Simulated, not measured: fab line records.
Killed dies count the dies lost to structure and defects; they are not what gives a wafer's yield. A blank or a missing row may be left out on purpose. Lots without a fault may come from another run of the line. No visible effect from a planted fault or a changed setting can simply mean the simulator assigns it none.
Which tool did it? | flow gf180mcu | Sampling: 15 lots, 45 wafers, 6 of 602 route steps

== WHAT THE GAUGES READ, wafer by wafer ==
GF_POLY_GATE_OVL_MEAS_11.
lot  | measured     | on         | POLY_GATE_OVL (nm)
L162 | day 9 05:46  | overlay-02 | -3 -5 4
L163 | day 9 10:44  | overlay-01 | -2 1 -3
L165 | day 9 23:41  | overlay-02 | 9 5 2
L168 | day 10 23:12 | overlay-02 | 2 -1 -4
L169 | day 11 02:31 | overlay-01 | 0 0 2
L170 | day 11 16:39 | overlay-02 | -4 -3 -6
L171 | day 11 19:54 | overlay-02 | -6 -6 -6
L172 | day 12 05:40 | overlay-02 | -3 -7 -5
L173 | day 12 10:14 | overlay-01 | -10 -11 -8
L174 | day 12 16:31 | overlay-02 | 8 -1 -10
L175 | day 12 23:13 | overlay-02 | -6 -4 -9
L178 | day 14 02:46 | overlay-02 | -9 -16 -8
L179 | day 14 03:07 | overlay-01 | 1 -3 2
L180 | day 14 18:50 | overlay-01 | 2 0 4
L185 | day 16 05:55 | overlay-01 | -11 -13 -13

GF_HV_LDD_OVL_MEAS_32.
lot  | measured     | on         | HV_LDD_02_OVL (nm)
L162 | day 11 15:05 | overlay-01 | 0.8 1.6 -0.9
L163 | day 11 19:32 | overlay-01 | -0.8 0.9 -0.7
L165 | day 12 10:26 | overlay-02 | 0.5 -0.5 -0.9
L168 | day 13 11:35 | overlay-02 | 0.9 1.1 -0.2
L169 | day 13 14:43 | overlay-01 | 1.1 1.0 0.1
L170 | day 14 06:17 | overlay-01 | -1.4 -0.5 -1.7
L171 | day 14 11:17 | overlay-02 | 0.6 2.1 1.1
L172 | day 14 20:20 | overlay-02 | 0.0 0.3 0.8
L173 | day 15 02:45 | overlay-02 | 2.0 0.6 1.0
L174 | day 15 07:50 | overlay-01 | 1.2 1.0 -1.6
L175 | day 15 16:37 | overlay-01 | 0.3 0.0 -1.0
L178 | day 16 23:07 | overlay-01 | -0.4 -0.5 0.8
L179 | day 17 00:05 | overlay-02 | -1.8 -1.1 0.5
L180 | day 17 15:08 | overlay-02 | -1.2 -1.1 -2.5
L185 | day 19 06:43 | overlay-01 | 0.3 0.9 0.8

GF_HV_LDD_TW_MEAS_38.
lot  | measured     | on            | HV_LDD_3_TW
L162 | day 11 15:49 | film metro-04 | 1447 1442 1446
L163 | day 11 20:16 | film metro-03 | 1444 1440 1439
L165 | day 12 11:10 | film metro-04 | 1456 1437 1454
L168 | day 13 12:19 | film metro-03 | 1443 1449 1453
L169 | day 13 19:04 | film metro-04 | 1452 1451 1462
L170 | day 14 07:01 | film metro-03 | 1435 1431 1434
L171 | day 14 12:02 | film metro-04 | 1452 1458 1468
L172 | day 14 21:05 | film metro-03 | 1437 1437 1445
L173 | day 15 03:29 | film metro-01 | 1446 1446 1449
L174 | day 15 08:34 | film metro-04 | 1447 1447 1448
L175 | day 15 17:20 | film metro-01 | 1440 1455 1444
L178 | day 16 23:50 | film metro-03 | 1314 1312 1323 1322 1320 1315
L179 | day 17 00:49 | film metro-01 | 1320 1327 1325 1331 1335 1328
L180 | day 17 15:53 | film metro-04 | 1324 1324 1319 1318 1323 1319
L185 | day 19 07:28 | film metro-03 | 1443 1444 1450

GF_HV_LDD_RS_MEAS_53: the measuring method here is four-point-probe.
lot  | measured     | on            | HV_LDD_RS (ohm/sq)
L162 | day 12 11:47 | film metro-03 | 418.9 419.6 419.7
L163 | day 12 16:02 | film metro-04 | 418.9 418.0 420.5
L165 | day 13 07:13 | film metro-01 | 418.4 417.7 418.0
L168 | day 14 09:34 | film metro-04 | 417.5 416.9 417.9
L169 | day 14 16:13 | film metro-01 | 417.5 418.2 417.0
L170 | day 15 04:26 | film metro-03 | 418.6 418.7 417.1
L171 | day 15 09:55 | film metro-04 | 420.0 419.6 419.8
L172 | day 15 19:05 | film metro-04 | 419.2 419.1 419.7
L173 | day 16 02:34 | film metro-04 | 418.6 417.6 418.0
L174 | day 16 06:28 | film metro-04 | 419.0 418.4 420.2
L175 | day 16 14:34 | film metro-01 | 416.9 416.7 417.4
L178 | day 17 23:05 | film metro-03 | 437.1 438.1 437.7 438.0 438.6 437.0
L179 | day 18 01:01 | film metro-03 | 440.2 439.6 439.2 440.0 439.2 439.4
L180 | day 18 15:37 | film metro-04 | 439.3 439.3 439.2 440.6 439.5 439.6
L185 | day 20 08:27 | film metro-04 | 418.2 418.4 417.6

GF_NSD_CD_MEAS_07 targets a cd of 400 nm.
lot  | measured     | on        | cd nm (nm)
L162 | day 13 10:16 | cd sem-02 | 400.2 399.2 401.4
L163 | day 13 13:59 | cd sem-02 | 400.1 402.3 403.7
L165 | day 14 05:47 | cd sem-02 | 398.8 396.7 397.7
L168 | day 15 09:55 | cd sem-01 | 395.9 396.4 397.1
L169 | day 15 16:16 | cd sem-02 | 399.0 398.5 399.1
L170 | day 16 04:31 | cd sem-01 | 401.0 398.3 401.2
L171 | day 16 10:36 | cd sem-02 | 403.5 403.6 403.7
L172 | day 16 18:50 | cd sem-02 | 396.5 394.2 394.6
L173 | day 17 04:53 | cd sem-02 | 400.0 397.2 399.2
L174 | day 17 07:29 | cd sem-01 | 399.0 400.1 398.4
L175 | day 17 15:22 | cd sem-01 | 399.6 399.7 398.7
L185 | day 21 11:17 | cd sem-02 | 403.0 402.1 400.3

== TOOL THAT RAN EACH LOT (tool first, then ch and the chambers of the sampled wafers, then the start) ==
lot  | GF_HV_LDD_IMPLANT_36
L162 | implanter-02 ch 0, day 11 15:34
L163 | implanter-01 ch 0, day 11 20:01
L165 | implanter-01 ch 0, day 12 10:55
L168 | implanter-03 ch 0, day 13 12:04
L169 | implanter-02 ch 0, day 13 18:49
L170 | implanter-01 ch 0, day 14 06:46
L171 | implanter-02 ch 0, day 14 11:48
L172 | implanter-01 ch 0, day 14 20:51
L173 | implanter-03 ch 0, day 15 03:17
L174 | implanter-03 ch 0, day 15 08:20
L175 | implanter-01 ch 0, day 15 17:05
L178 | implanter-02, day 16 23:35
L179 | implanter-03, day 17 00:34
L180 | implanter-01, day 17 15:38
L185 | implanter-02 ch 0, day 19 07:14
- GF_HV_LDD_IMPLANT_36

== AS READ BY THE TOOLS THEMSELVES (means over the sampled wafers that have a number; for cases with no such wafer, the mark the record gives instead) ==
GF_HV_LDD_IMPLANT_36.
lot  | tool         | beam energy keV | beam on s (s) | end station pressure torr (Torr)
L162 | implanter-02 | 60.016          | 10.17         | 4.93e-06
L163 | implanter-01 | 59.988          | 9.95          | 5.16e-06
L165 | implanter-01 | 59.995          | 10.02         | 4.96e-06
L168 | implanter-03 | 60.008          | 10.14         | 5.19e-06
L169 | implanter-02 | 60.004          | 9.81          | 5.22e-06
L170 | implanter-01 | 60.013          | 10.21         | 5.28e-06
L171 | implanter-02 | 59.999          | 10.02         | 4.79e-06
L172 | implanter-01 | 59.972          | 10.03         | 5.05e-06
L173 | implanter-03 | 59.987          | 9.92          | 5.20e-06
L174 | implanter-03 | 59.993          | 10.14         | 5.08e-06
L175 | implanter-01 | 59.989          | 10.02         | 5.01e-06
L178 | implanter-02 | -               | -             | -
L179 | implanter-03 | -               | -             | -
L180 | implanter-01 | -               | -             | -
L185 | implanter-02 | 60.001          | 10.29         | 5.08e-06

== THE ANSWER, worked out from the rows above alone ==
Rule: the lots themselves supply what counts as usual. The widest of any qualifying gaps counts: lots, ordered by their means at a reading, are off when they make up no more than a third of the lots, leave a main group of 4 or more, and stand apart from it by 3 or more times the standard deviation of that group's means. The tables above print the reading to a certain number of digits; a main group whose means all agree to those digits is not used. A lot without any number at a reading at which 4 lots or more have one is off too. Any other lot the step has rows for is counted as sound. First the gauges in route order, then the tools' own readings, where a lot's mean is used as printed above. At the first step where some lot is off, the reading lying furthest off is the one used; lots without a number count as furthest.
Off: at GF_HV_LDD_TW_MEAS_38 (HV_LDD_3_TW), L178, L179, L180. For the main group the mean is 1446 and the standard deviation 6.5.
If a tool, at a process step before that reading, ran all the lots that are off and no sound lot after the first of them, it fits. Not tried: the gauges at GF_HV_LDD_TW_MEAS_38; whatever is off there is also off at GF_HV_LDD_IMPLANT_36, on other tools, and gauge error can't account for it. None of those tried fits.

== WHAT THE SIMULATOR HAD INSERTED ==
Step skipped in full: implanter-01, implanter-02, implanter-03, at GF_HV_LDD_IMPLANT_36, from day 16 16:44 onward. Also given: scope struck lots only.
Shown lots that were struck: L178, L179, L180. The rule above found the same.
